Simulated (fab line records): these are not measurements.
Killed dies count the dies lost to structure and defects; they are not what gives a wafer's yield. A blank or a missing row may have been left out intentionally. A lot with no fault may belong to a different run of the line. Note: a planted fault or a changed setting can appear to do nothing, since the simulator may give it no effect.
Which tool was responsible? || flow gf180mcu || Sampling: 7 lots, 20 wafers, 2 of 602 route steps

WHAT THE GAUGES READ, wafer by wafer
GF_M5_OVL_MEAS_08.
{"lot": "L944", "measured": "day 26 16:29", "on": "overlay-01", "M5_OVL (nm)": "-3 3 0"}
{"lot": "L947", "measured": "day 27 19:46", "on": "overlay-01", "M5_OVL (nm)": "-5 -5 -4"}
{"lot": "L951", "measured": "day 29 04:19", "on": "overlay-01", "M5_OVL (nm)": "-2 -2 2"}
{"lot": "L953", "measured": "day 29 22:43", "on": "overlay-01", "M5_OVL (nm)": "2 1"}
{"lot": "L957", "measured": "day 30 19:25", "on": "overlay-02", "M5_OVL (nm)": "3 -9 2"}
{"lot": "L961", "measured": "day 31 21:32", "on": "overlay-02", "M5_OVL (nm)": "-8 4 -6"}
{"lot": "L964", "measured": "day 32 12:22", "on": "overlay-01", "M5_OVL (nm)": "0 4 2"}

WHAT TOOL EACH LOT RAN ON (gives the tool, then ch and the chambers of the sampled wafers, and finally the start)
{"lot": "L944", "GF_DNWELL_DEVELOP_06": "litho-track-02 ch 0, day 3 04:00"}
{"lot": "L947", "GF_DNWELL_DEVELOP_06": "litho-track-04 ch 0, day 3 23:00"}
{"lot": "L951", "GF_DNWELL_DEVELOP_06": "litho-track-02 ch 0, day 4 20:00"}
{"lot": "L953", "GF_DNWELL_DEVELOP_06": "litho-track-02 ch 0, day 5 10:00"}
{"lot": "L957", "GF_DNWELL_DEVELOP_06": "litho-track-01 ch 0, day 6 03:00"}
{"lot": "L961", "GF_DNWELL_DEVELOP_06": "litho-track-04 ch 0, day 7 01:00"}
{"lot": "L964", "GF_DNWELL_DEVELOP_06": "litho-track-01 ch 0, day 7 16:00"}
- GF_DNWELL_DEVELOP_06: develop time 60 s.

THE ANSWER, worked out from the rows above alone
Rule: the usual values come from the lots themselves. Put in order of their means at a reading, lots are off if they are a third of the lots or fewer, leave a main group of 4 or more, and stand apart from it by a gap of 3 or more times the standard deviation of the main group's means; of several such gaps the widest counts. Not used: any main group whose means are identical at the precision the tables above print for the reading. Also off: a lot with no number at a reading for which 4 or more lots have one. The other lots that the step has rows for count as sound.
No lot is off on any of the readings shown, so nothing can be concluded from this.

WHAT THE SIMULATOR PUT IN
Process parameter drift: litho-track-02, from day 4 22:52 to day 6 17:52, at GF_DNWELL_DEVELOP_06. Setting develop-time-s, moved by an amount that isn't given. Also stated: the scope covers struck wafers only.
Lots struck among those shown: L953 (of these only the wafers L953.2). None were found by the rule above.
